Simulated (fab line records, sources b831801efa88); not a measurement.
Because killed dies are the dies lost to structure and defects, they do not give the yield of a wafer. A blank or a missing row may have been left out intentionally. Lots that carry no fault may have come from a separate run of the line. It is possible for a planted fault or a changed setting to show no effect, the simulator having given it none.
What tool caused it? -- flow sky130 -- 11 lots, 33 wafers sampled, at 2 steps of a route of 708

== WHAT THE GAUGES SHOWED, per wafer ==
SKY_CAP2M_THK_MEAS_01. Usual: CAP2M_CVD_00_THK typically reads 15.55 nm, with standard deviation 0.19.
lot,measured,on,CAP2M_CVD_00_THK (nm),flag
L944,day 39 13:30,film-metro-03,15.10 15.14 15.21,
L947,day 40 20:26,film-metro-03,15.75 15.49 15.84,
L950,day 41 08:55,film-metro-03,15.55 15.78 15.74,
L952,day 42 09:49,film-metro-03,15.47 15.75 15.83,
L954,day 42 10:49,film-metro-04,15.41 15.60 15.78,
L953,day 42 12:42,film-metro-02,15.47 15.57 15.82,
L956,day 43 04:40,film-metro-03,15.42 15.70 15.76,
L958,day 43 14:04,film-metro-03,15.43 15.61 15.91,
L965,day 46 03:39,film-metro-03,15.30 15.27 15.53,
L967,day 47 02:59,film-metro-03,15.28 15.36 15.85,
L966,day 47 03:15,film-metro-02,15.46 15.32 15.75,

== WHICH TOOL RAN EACH LOT (tool, then ch and the chambers of the sampled wafers, then the start) ==
lot,SKY_VIA3_ETCH_15
L944,"rie-diel-02 ch 0,1,3, day 39 11:43"
L947,"rie-diel-02 ch 0,1,2, day 40 18:55"
L950,"rie-diel-03 ch 0,1, day 41 06:34"
L952,"rie-diel-03 ch 0,1,3, day 42 08:19"
L954,"rie-diel-01 ch 0,2, day 42 09:19"
L953,"rie-diel-03 ch 0,1,2, day 42 11:10"
L956,"rie-diel-02 ch 0,3, day 43 03:08"
L958,"rie-diel-01 ch 0,1,3, day 43 12:34"
L965,"rie-diel-03 ch 1,2,3, day 46 02:10"
L967,"rie-diel-03 ch 1,2,3, day 47 01:22"
L966,"rie-diel-02 ch 1,2,3, day 47 01:43"
- SKY_VIA3_ETCH_15: etches SiO2 in C4F8/O2/Ar, stops on TiN, target depth 507 nm, time 78 s.

== WHAT THE TOOLS THEMSELVES READ (means of the sampled wafers that have a number; where no wafer has one, the mark that the record gives instead) ==
SKY_VIA3_ETCH_15. Usual: oes-product-au 0.955 a.u., standard deviation 0.0049.
lot,tool,oes-product-au (a.u.),flag
L944,rie-diel-02,0.951,
L947,rie-diel-02,0.954,
L950,rie-diel-03,0.955,
L952,rie-diel-03,0.954,
L954,rie-diel-01,0.955,
L953,rie-diel-03,0.955,
L956,rie-diel-02,0.955,
L958,rie-diel-01,0.962,
L965,rie-diel-03,0.952,
L967,rie-diel-03,0.953,
L966,rie-diel-02,0.951,

== THE ANSWER, worked out from the rows above alone ==
Rule: a lot is off if the mean of its wafers that have a number lies more than 3 standard deviations from the usual mean. A lot without any number at a reading at which 4 lots or more have one is off too. Where the step has rows for the other lots, those lots are counted as sound. First the gauges in route order, then the tools' own readings, where a lot's mean is used as printed above. The first step at which some lot is off is used, and at that step the reading that is off furthest; a lot without a number counts as furthest.
No lot is off on any of the readings shown, so nothing can be concluded from this.

== WHAT THE SIMULATOR PUT IN ==
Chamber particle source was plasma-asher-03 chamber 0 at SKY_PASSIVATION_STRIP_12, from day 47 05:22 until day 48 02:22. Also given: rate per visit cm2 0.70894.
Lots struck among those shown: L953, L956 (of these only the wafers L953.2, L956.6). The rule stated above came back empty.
